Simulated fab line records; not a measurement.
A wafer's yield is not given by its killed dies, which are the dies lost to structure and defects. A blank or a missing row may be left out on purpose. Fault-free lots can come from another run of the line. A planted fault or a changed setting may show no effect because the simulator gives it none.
Which tool did it?    flow gf180mcu    route of 602 steps, sampled at 1 step: 6 lots, 18 wafers

== WHAT THE GAUGES SHOWED, per wafer ==
GF_M2_OVL_MEAS_15.
lot   measured      on          M2_OVL (nm)
L538  day 19 07:07  overlay-01  10 4 10
L540  day 20 10:43  overlay-02  9 5 3
L542  day 21 02:39  overlay-01  8 1 4
L545  day 22 09:53  overlay-02  7 -1 1
L549  day 23 19:44  overlay-02  -6 6 1
L559  day 26 20:49  overlay-02  7 5 9

== WHAT TOOL EACH LOT RAN ON (gives the tool, then ch and the chambers of the sampled wafers, and finally the start) ==
Before these readings, the record contains no process step.

== THE ANSWER, worked out from the rows above alone ==
Rule: what is usual is taken from the lots themselves. Put in order of their means at a reading, lots are off if they are a third of the lots or fewer, leave a main group of 4 or more, and stand apart from it by a gap of 3 or more times the standard deviation of the main group's means; of several such gaps the widest counts. A main group is skipped when, at the precision printed for the reading in the tables above, its means are all equal. A lot without any number at a reading at which 4 lots or more have one is off too. All remaining lots with rows at the step are treated as sound.
No lot is off on any of the readings shown, so nothing can be concluded from this.

== WHAT WAS PUT IN BY THE SIMULATOR ==
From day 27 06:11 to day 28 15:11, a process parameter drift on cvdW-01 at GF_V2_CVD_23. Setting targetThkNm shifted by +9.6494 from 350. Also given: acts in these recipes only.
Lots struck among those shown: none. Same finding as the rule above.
